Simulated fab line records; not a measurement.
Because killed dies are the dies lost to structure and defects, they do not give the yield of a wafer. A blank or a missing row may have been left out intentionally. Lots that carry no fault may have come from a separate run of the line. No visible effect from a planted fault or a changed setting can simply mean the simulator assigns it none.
fab line records | flow sky130
[record] lots = 13 wafers = 39 lastDay = 50
route steps=708 shown VIA2@519 METAL3@532 CAPM@539 PAD_OPEN@708
lots untouched by any fault: they come from a run of this same line in which no faults occurred
startH: hours from the record's opening day to when the first of the lot's shown wafers began | waitH: hours from the lot's prior step to this one | " repeats the value in the row above | L1.1+2: a single row standing in for several wafers | - no value, or no start was given | * or withheld: withheld | < > ~ a bound
route shown NAME@n: names a module that has steps shown in the file, with the first one's number in the route | usual: mean/standard deviation of fault-free wafers | same: alike in all rows | chamber/n: place in a boat | sites: per-site readings | _std_site: standard deviation across them | _edge_site: mean of outer sites minus mean of inner sites | radiusMm: how far each site lies from the wafer's centre | mask NAME#n: copy n | behind: the tool/chamber that last shaped the wafer | hold: cause of the lot's hold/its duration in hours/its outcome | device: the n, p or np transistor that did not switch | end of line: the same wafers' tests at the end of the route | for a step that has no rows: nothing shown but its recipe | killed: not the wafer's yield, but the dies lost to structure and defects at the first sort | map: dies across one wafer; x = killed, . = not, _ = none there
set.NAME: the setting as run; set.NAME@STEP: as run at that earlier step | model.NAME: the simulator's own value behind a step, which no gauge read
steps of the route over a sample of lots; a table a step, a row a wafer
services: a tool's chamber out of use, with start hour (startH, from the record's first day; less than 0 if before it), hours out, and reason
[[steps]]
[step SKY_VIA2_CD_MEAS_12]
[recipe] targetCdNm = 200
[usual] cdNm = 199.7/1.7
// columns lot.wafer tool chamber startH waitH cdNm
L152.1 cdSem-01 - 849.25 - 201.3
L152.4 " - " " 202.6
L152.6 " - " " 202.5
L154.1 cdSem-02 - 872.10 - 198.1
L154.5 " - " " 200.0
L154.6 " - " " 199.9
L156.2 cdSem-02 - 887.97 - 198.3
L156.3 " - " " 199.7
L156.5 " - " " 197.7
L160.3 cdSem-02 - 922.59 - 200.2
L160.4 " - " " 198.9
L160.5 " - " " 198.0
L162.1 cdSem-01 - 932.15 - 200.1
L162.4 " - " " 200.0
L162.6 " - " " 200.8
L166.1 cdSem-02 - 968.10 - 199.8
L166.3 " - " " 200.0
L166.5 " - " " 199.6
L167.3 cdSem-01 - 973.44 - 198.4
L167.5 " - " " 200.2
L167.6 " - " " 199.5
L168.3 cdSem-01 - 977.14 - 199.2
L168.5 " - " " 197.5
L168.6 " - " " 198.4
L169.2 cdSem-02 - 980.42 - 200.8
L169.3 " - " " 201.0
L169.6 " - " " 200.8
L170.1 cdSem-02 - 988.65 - 196.2
L170.4 " - " " 196.4
L170.5 " - " " 196.1
L172.2 cdSem-02 - 992.02 - 200.0
L172.4 " - " " 201.7
L172.5 " - " " 199.9
L171.1 cdSem-02 - 998.25 - 200.8
L171.3 " - " " 200.5
L171.4 " - " " 199.6
L174.1 cdSem-01 - 1019.65 - 198.3
L174.2 " - " " 198.2
L174.3 " - " " 196.0
[step SKY_METAL3_SPUTTER_00]
[recipe] material = Ti targetThkNm = 15 powerW = 3000 timeS = 10 chamberPressurePa = 0.4
[usual] throttleValvePct = 30.2/1
// columns lot.wafer tool chamber startH waitH throttleValvePct
L152.1 pvdSputter-01 - 850.80 0.2 28.6
L152.4 " - " " 30.4
L152.6 " - " " 31.8
L154.1 pvdSputter-02 - 873.65 0.1 29.1
L154.5 " - " " 28.7
L154.6 " - " " 28.9
L156.2 pvdSputter-04 - 889.47 0.1 31.1
L156.3 " - " " 31.1
L156.5 " - " " 31.0
L160.3 pvdSputter-04 - 924.08 0.1 31.3
L160.4 " - " " 31.3
L160.5 " - " " 30.5
L162.1 pvdSputter-02 - 933.73 0.1 29.3
L162.4 " - " " 28.7
L162.6 " - " " 29.1
L166.1 pvdSputter-02 - 969.73 0.1 30.7
L166.3 " - " " 29.2
L166.5 " - " " 28.9
L167.3 pvdSputter-01 - 975.55 0.2 30.3
L167.5 " - " " 28.7
L167.6 " - " " 30.3
L168.3 pvdSputter-01 - 979.12 0.2 31.0
L168.5 " - " " 30.2
L168.6 " - " " 28.7
L169.2 pvdSputter-04 - 981.92 0.2 30.2
L169.3 " - " " 31.5
L169.6 " - " " 30.2
L170.1 pvdSputter-01 - 990.17 0.2 31.5
L170.4 " - " " 28.8
L170.5 " - " " 31.6
L172.2 pvdSputter-01 - 993.56 0.1 31.5
L172.4 " - " " 30.3
L172.5 " - " " 30.9
L171.1 pvdSputter-04 - 999.80 0.3 30.9
L171.3 " - " " 31.0
L171.4 " - " " 30.6
L174.1 pvdSputter-04 - 1021.24 0.1 30.6
L174.2 " - " " 29.9
L174.3 " - " " 31.0
[step SKY_METAL3_SPUTTER_01]
[recipe] material = TiN targetThkNm = 20 powerW = 6500 timeS = 16.7 chamberPressurePa = 0.4
[usual] throttleValvePct = 30.2/1
// columns lot.wafer tool chamber startH waitH throttleValvePct
L152.1 pvdSputter-01 - 850.82 0.0 29.0
L152.4 " - " " 30.5
L152.6 " - " " 31.9
L154.1 pvdSputter-02 - 873.67 0.0 29.0
L154.5 " - " " 28.8
L154.6 " - " " 29.0
L156.2 pvdSputter-04 - 889.50 0.0 30.9
L156.3 " - " " 31.0
L156.5 " - " " 31.3
L160.3 pvdSputter-04 - 924.10 0.0 31.1
L160.4 " - " " 31.2
L160.5 " - " " 30.4
L162.1 pvdSputter-02 - 933.75 0.0 28.9
L162.4 " - " " 28.8
L162.6 " - " " 29.0
L166.1 pvdSputter-02 - 969.75 0.0 30.9
L166.3 " - " " 29.1
L166.5 " - " " 28.7
L167.3 pvdSputter-01 - 975.57 0.0 30.5
L167.5 " - " " 28.4
L167.6 " - " " 30.3
L168.3 pvdSputter-01 - 979.14 0.0 31.2
L168.5 " - " " 30.2
L168.6 " - " " 28.8
L169.2 pvdSputter-04 - 981.94 0.0 30.4
L169.3 " - " " 31.2
L169.6 " - " " 30.3
L170.1 pvdSputter-01 - 990.19 0.0 31.6
L170.4 " - " " 28.7
L170.5 " - " " 31.7
L172.2 pvdSputter-01 - 993.58 0.0 31.7
L172.4 " - " " 30.4
L172.5 " - " " 31.0
L171.1 pvdSputter-04 - 999.82 0.0 31.1
L171.3 " - " " 31.6
L171.4 " - " " 30.4
L174.1 pvdSputter-04 - 1021.26 0.0 30.5
L174.2 " - " " 30.0
L174.3 " - " " 31.6
[step SKY_CAPM_SPUTTER_02]
[recipe] material = TiN targetThkNm = 200 tempC = 300 powerW = 6500 timeS = 166.7 chamberPressurePa = 0.4
[usual] substrateTempC = 299.96/0.22 susceptorTempC = 300.00/0.17 throttleValvePct = 30.0/0.91
// columns lot.wafer tool chamber startH waitH substrateTempC susceptorTempC throttleValvePct
L152.1 pvdSputter-03 - 851.04 0.1 299.82 300.10 30.5
L152.4 " - " " 299.64 299.79 30.3
L152.6 " - " " 299.79 300.05 29.9
L154.1 pvdSputter-01 - 873.89 0.1 299.83 299.90 31.9
L154.5 " - " " 300.04 299.77 28.9
L154.6 " - " " 300.16 299.93 31.7
L156.2 pvdSputter-01 - 889.71 0.0 299.51 300.10 30.3
L156.3 " - " " 299.71 300.14 30.8
L156.5 " - " " 299.86 300.02 28.5
L160.3 pvdSputter-01 - 924.32 0.0 300.05 300.05 30.8
L160.4 " - " " 299.70 299.97 30.2
L160.5 " - " " 299.93 300.27 31.0
L162.1 pvdSputter-01 - 933.97 0.1 299.84 299.52 31.0
L162.4 " - " " 299.99 299.72 31.6
L162.6 " - " " 299.83 300.16 31.9
L166.1 pvdSputter-03 - 969.97 0.1 299.72 300.20 30.8
L166.3 " - " " 300.15 300.02 29.8
L166.5 " - " " 299.62 299.96 30.6
L167.3 pvdSputter-02 - 975.79 0.0 300.04 300.01 30.8
L167.5 " - " " 300.26 300.16 30.7
L167.6 " - " " 300.07 300.34 28.4
L168.3 pvdSputter-03 - 979.35 0.0 300.35 299.88 29.8
L168.5 " - " " 300.10 300.09 30.0
L168.6 " - " " 300.50 300.09 30.1
L169.2 pvdSputter-02 - 982.16 0.0 300.09 299.66 28.6
L169.3 " - " " 300.20 299.99 28.9
L169.6 " - " " 299.72 300.01 28.8
L170.1 pvdSputter-03 - 990.41 0.1 299.93 300.02 29.9
L170.4 " - " " 299.71 299.86 30.8
L170.5 " - " " 300.24 300.02 30.5
L172.2 pvdSputter-02 - 993.79 0.0 300.13 300.03 30.8
L172.4 " - " " 300.01 300.07 29.0
L172.5 " - " " 300.34 300.10 29.1
L171.1 pvdSputter-03 - 1000.05 0.1 299.87 299.82 29.8
L171.3 " - " " 299.88 300.22 30.7
L171.4 " - " " 299.65 300.05 29.7
L174.1 pvdSputter-03 - 1021.52 0.1 299.73 300.34 30.7
L174.2 " - " " 299.91 300.21 29.9
L174.3 " - " " 300.11 299.87 30.4
[step SKY_CAPM_RS_MEAS_03]
[recipe] thkMeasGauge = four-point-probe reads = TiN_of_CAPM_SPUTTER_02
[usual] CAPM_TIN_RS = 6.87/0.086
// columns lot.wafer tool chamber startH waitH hold CAPM_TIN_RS[ohm/sq]
L152.1 filmMetro-02 - 851.15 0.1 - 6.78
L152.4 " - " " - 6.84
L152.6 " - " " - 6.95
L154.1 filmMetro-03 - 874.00 0.1 - 6.94
L154.5 " - " " - 6.87
L154.6 " - " " - 6.99
L156.2 filmMetro-04 - 889.84 0.1 - 6.80
L156.3 " - " " - 6.97
L156.5 " - " " - 6.77
L160.3 filmMetro-02 - 924.47 0.1 awaitDispo/0.2h/release 11.54
L160.4 " - " " awaitDispo/0.2h/release 11.22
L160.5 " - " " awaitDispo/0.2h/release 11.55
L160.3 filmMetro-02 - 924.86 0.4 - 11.54
L160.4 " - " " - 11.23
L160.5 " - " " - 11.58
L162.1 filmMetro-02 - 934.08 0.1 awaitDispo/0.2h/release 11.60
L162.4 " - " " awaitDispo/0.2h/release 11.33
L162.6 " - " " awaitDispo/0.2h/release 11.48
L162.1 filmMetro-02 - 934.42 0.3 - 11.62
L162.4 " - " " - 11.34
L162.6 " - " " - 11.48
L166.1 filmMetro-02 - 970.07 0.1 - 6.87
L166.3 " - " " - 6.88
L166.5 " - " " - 6.85
L167.3 filmMetro-03 - 975.94 0.1 - 6.78
L167.5 " - " " - 6.79
L167.6 " - " " - 6.95
L168.3 filmMetro-03 - 979.50 0.1 - 6.95
L168.5 " - " " - 6.95
L168.6 " - " " - 7.03
L169.2 filmMetro-03 - 982.29 0.1 - 6.91
L169.3 " - " " - 6.98
L169.6 " - " " - 6.93
L170.1 filmMetro-02 - 990.52 0.1 - 6.91
L170.4 " - " " - 6.87
L170.5 " - " " - 6.76
L172.2 filmMetro-04 - 993.92 0.1 - 6.94
L172.4 " - " " - 6.87
L172.5 " - " " - 7.02
L171.1 filmMetro-04 - 1000.16 0.1 - 6.78
L171.3 " - " " - 6.65
L171.4 " - " " - 6.84
L174.1 filmMetro-02 - 1021.63 0.1 - 6.96
L174.2 " - " " - 6.99
L174.3 " - " " - 6.88
[step SKY_PAD_OPEN_PROBE_99]
[usual] defectLimitedYield = 82.4/1.9 killed_at_M0_to_M3 = 44/7.2 killed_at_M4_up = 3.1/1.8 killedAtContacts = 25/5.2 killedAtFrontEnd = 15/3.9 killedAtOther = 0.2/0.5 killedDies = 86/9.5 killedOpen = 47/7.3 killedShort = 40/6 sort_bin_3_pad_short = 0.8/0.44 sort_bin_5_function = 10.4/1.5 sort_bin_6_memory = 6.3/1.1 sortNPass = 406/9.5 sortYieldPct = 82.4/1.9
[same] grossDies = 492 killedAtBackSide = 0 sort_bin_4_leakage[%] = 0 sort_bin_8_speed[%] = 0
// columns lot.wafer tool chamber startH waitH defectLimitedYield[%] killed_at_M0_to_M3 killed_at_M4_up killedAtContacts killedAtFrontEnd killedAtOther killedDies killedOpen killedShort sort_bin_3_pad_short[%] sort_bin_5_function[%] sort_bin_6_memory[%] sortNPass sortYieldPct[%]
L171.1 prober-02 - 1188.38 0.1 84.1 43 1 22 12 0 78 45 33 0.8 8.5 6.5 414 84.1
L171.3 prober-02 - 1188.48 0.2 84.3 40 5 19 13 0 77 37 40 0.6 9.1 5.9 415 84.3
L171.4 prober-02 - 1188.53 0.2 83.5 33 4 24 20 0 81 48 33 1.2 9.3 5.9 411 83.5
// killed by level:class
L171.1 VIA1:geometricParticle:open=13 VIA3:geometricParticle:open=8 LI_CONTACT:geometricParticle:open=7 CONTACT:geometricParticle:short=5 CONTACT:geometricParticle:open=5 METAL2:geometricParticle:short=5 FIELD_ISO:geometricParticle:short=3 METAL3:geometricParticle:short=3
L171.3 CONTACT:geometricParticle:open=9 VIA1:geometricParticle:short=8 VIA3:geometricParticle:short=7 VIA3:geometricParticle:open=6 VIA1:geometricParticle:open=6 POLY_GATE:geometricParticle:open=5 METAL2:geometricParticle:short=4 VIA2:geometricParticle:short=4
L171.4 VIA1:geometricParticle:open=11 CONTACT:geometricParticle:open=9 POLY_GATE:geometricParticle:open=7 CONTACT:geometricParticle:short=6 FIELD_ISO:geometricParticle:open=5 VIA2:geometricParticle:open=5 LI_CONTACT:geometricParticle:open=4 METAL1:geometricParticle:short=4
[[services]]
// columns tool chamber startH hours kind
pvdSputter-03 3 832.59 - consumableReplace:kit
pvdSputter-03 3 832.59 18.0 scheduledDown
pvdSputter-03 3 832.59 18.0 ventCycle
pvdSputter-02 1 873.81 - consumableReplace:kit
pvdSputter-02 1 873.81 18.0 scheduledDown
pvdSputter-02 1 873.81 18.0 ventCycle
pvdSputter-04 0 886.14 - consumableReplace:kit
pvdSputter-04 0 886.14 18.0 scheduledDown
pvdSputter-04 0 886.14 18.0 ventCycle
pvdSputter-04 - 904.86 0.8 repair
pvdSputter-01 3 934.08 - consumableReplace:kit
pvdSputter-01 3 934.08 18.0 scheduledDown
pvdSputter-01 3 934.08 18.0 ventCycle
pvdSputter-02 - 939.27 0.7 repair
pvdSputter-01 - 944.39 1.8 repair
pvdSputter-04 - 959.22 0.5 repair
pvdSputter-03 - 980.56 1.7 repair
pvdSputter-03 - 981.29 2.4 repair
pvdSputter-02 - 995.28 26.8 repair
pvdSputter-04 3 1004.21 - consumableReplace:kit
pvdSputter-04 3 1004.21 18.0 scheduledDown
pvdSputter-04 3 1004.21 18.0 ventCycle
pvdSputter-03 - 1007.04 9.2 repair
pvdSputter-03 - 1015.63 1.5 repair
[[key]]
[firstSign] step = SKY_CAPM_RS_MEAS_03 reading = visit direction = added
[effect] step = SKY_CAPM_RS_MEAS_03 reading = CAPM_TIN_RS direction = up sigmas = 53 usual = 6.87 struck = 11.45
metAt SKY_CAPM_SPUTTER_02
struckLots L160,L162
scrappedBehind SKY_CAPM_RS_MEAS_03 L160.3,L160.4,L160.5,L162.1,L162.4,L162.6
notActingAt SKY_VIA2_CD_MEAS_12,SKY_METAL3_SPUTTER_00,SKY_METAL3_SPUTTER_01
onsetBetween 889.71 924.32
[fault] kind = processParameterDrift tool = pvdSputter-01 chamber = - onsetH = 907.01 steps = SKY_CAPM_SPUTTER_02 channel = targetThkNm offset = -77.548 shape = step endH = 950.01 actsIn = theseRecipesOnly stated = 200
